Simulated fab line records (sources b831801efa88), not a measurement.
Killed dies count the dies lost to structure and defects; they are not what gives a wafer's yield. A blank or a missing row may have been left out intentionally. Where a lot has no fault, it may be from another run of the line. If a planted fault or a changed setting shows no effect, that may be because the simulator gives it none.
One fault seen from 2 desks || flow gf180mcu || each desk holds nothing but its own numbers, with what lay behind them at the end

== AT THE METROLOGY DESK ==
Means of the sampled wafers that have a number, per lot and without regard to the tool the lot ran on: this is what the gauges read. Marked OUT: a lot whose mean sits more than 4 standard deviations from the usual mean, which makes it out of limits; the brackets give that distance.
Columns: A = cd nm at GF_STI_CD_MEAS_12, usual 220.1 nm; B = MVPSD_TW at GF_MVPSD_TW_MEAS_11, usual 553
{"lot": "L748", "first seen here": "day 2 01:28", "A": 219.2, "B": 562}
{"lot": "L749", "first seen here": "day 2 12:40", "A": 220.0, "B": 554}
{"lot": "L750", "first seen here": "day 2 13:08", "A": 220.8, "B": 559}
{"lot": "L752", "first seen here": "day 3 02:05", "A": 219.4, "B": 550}
{"lot": "L753", "first seen here": "day 3 02:19", "A": 220.1, "B": 547}
{"lot": "L754", "first seen here": "day 3 13:40", "A": 219.7, "B": 564}
{"lot": "L755", "first seen here": "day 3 15:04", "A": 220.8, "B": 562}
{"lot": "L756", "first seen here": "day 3 18:49", "A": 219.7, "B": 551}
{"lot": "L759", "first seen here": "day 4 10:02", "A": 219.0, "B": 560}
{"lot": "L763", "first seen here": "day 5 06:07", "A": 219.3, "B": 548}
{"lot": "L765", "first seen here": "day 5 19:37", "A": 221.5, "B": 552}
{"lot": "L766", "first seen here": "day 5 22:59", "A": 218.7, "B": 541}
{"lot": "L768", "first seen here": "day 6 08:42", "A": 219.2, "B": 552}
{"lot": "L771", "first seen here": "day 7 00:22", "A": 218.7, "B": 561}
Finding of this desk: none of the 14 lots has anything out of limits.

== DESK OF THE TOOL OWNER: litho track-03 ==
The tool's own readings at GF_NWELL_DEVELOP_06 (develop time 60 s): means of the sampled wafers that have a number, for each lot that ran on this tool. Marked OUT: a lot whose mean sits more than 4 standard deviations from the usual mean, which makes it out of limits; the brackets give that distance.
Columns: A = developer temp C at GF_NWELL_DEVELOP_06, usual 23.01 C; B = exhaust pa at GF_NWELL_DEVELOP_06, usual 45.1 Pa
{"lot": "L750", "first seen here": "day 4 00:00", "A": 23.03, "B": 44.9}
{"lot": "L755", "first seen here": "day 4 22:00", "A": 22.96, "B": 43.0}
{"lot": "L754", "first seen here": "day 4 23:00", "A": 23.02, "B": 43.6}
{"lot": "L759", "first seen here": "day 5 17:00", "A": 23.05, "B": 44.6}
{"lot": "L766", "first seen here": "day 7 09:00", "A": "22.09 (-7.7) OUT", "B": 46.4}
{"lot": "L768", "first seen here": "day 7 21:00", "A": "22.08 (-7.7) OUT", "B": 43.7}
This desk's verdict: out of limits on L766, L768, starting with L766 at day 7 09:00 (developer temp C at GF_NWELL_DEVELOP_06). In limits: L750, L755, L754, L759.

== BROUGHT TOGETHER ==
The tool owner's desk had the chance to raise an alarm at day 7 09:00 on L766, L768.
At the metrology desk, nothing out of limits was observed.
The metrology desk has L766, L768 on record, within its limits.
GF_NWELL_DEVELOP_06 was run on litho track-03 by each of the lots named.

== WHAT THE SIMULATOR HAD INSERTED ==
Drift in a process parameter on litho track-03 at GF_NWELL_DEVELOP_06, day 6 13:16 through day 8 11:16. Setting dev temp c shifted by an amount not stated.
Lots struck among those shown: L766, L768.
Hours from the fault's start to each desk's first reading out of limits: the tool owner's desk, 20.
